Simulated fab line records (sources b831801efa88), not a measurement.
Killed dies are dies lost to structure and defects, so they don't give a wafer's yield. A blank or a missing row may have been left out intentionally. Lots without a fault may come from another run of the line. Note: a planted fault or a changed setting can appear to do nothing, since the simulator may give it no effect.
Which of the tools did it? ; flow sky130 ; route of 708 steps, sampled at 1 step: 6 lots, 18 wafers

## WHAT THE GAUGES READ, wafer by wafer
SKY_SD_N_TW_MEAS_12.
lot;measured;on;SD_N_TW
L138;day 28 04:05;filmMetro-01;4043 4047 4051
L140;day 28 23:55;filmMetro-02;4070 4074 4077
L146;day 31 14:42;filmMetro-01;4011 4024 4007
L148;day 32 00:06;filmMetro-01;4049 4050 4049
L155;day 34 04:50;filmMetro-03;3969 3973 4003
L160;day 35 07:36;filmMetro-03;3941 3943 3951

## TOOL THAT RAN EACH LOT (tool first, then ch and the chambers of the sampled wafers, then the start)
Record: no process step prior to these readings.

## THE ANSWER, worked out from the rows above alone
Rule: the lots themselves supply what counts as usual. The widest of any qualifying gaps counts: lots, ordered by their means at a reading, are off when they make up no more than a third of the lots, leave a main group of 4 or more, and stand apart from it by 3 or more times the standard deviation of that group's means. Not used: any main group whose means are identical at the precision the tables above print for the reading. Also off: a lot with no number at a reading for which 4 or more lots have one. The other lots that the step has rows for count as sound.
Across all readings shown, no lot is off: no conclusion can be drawn from this.

## WHAT THE SIMULATOR HAD PUT IN
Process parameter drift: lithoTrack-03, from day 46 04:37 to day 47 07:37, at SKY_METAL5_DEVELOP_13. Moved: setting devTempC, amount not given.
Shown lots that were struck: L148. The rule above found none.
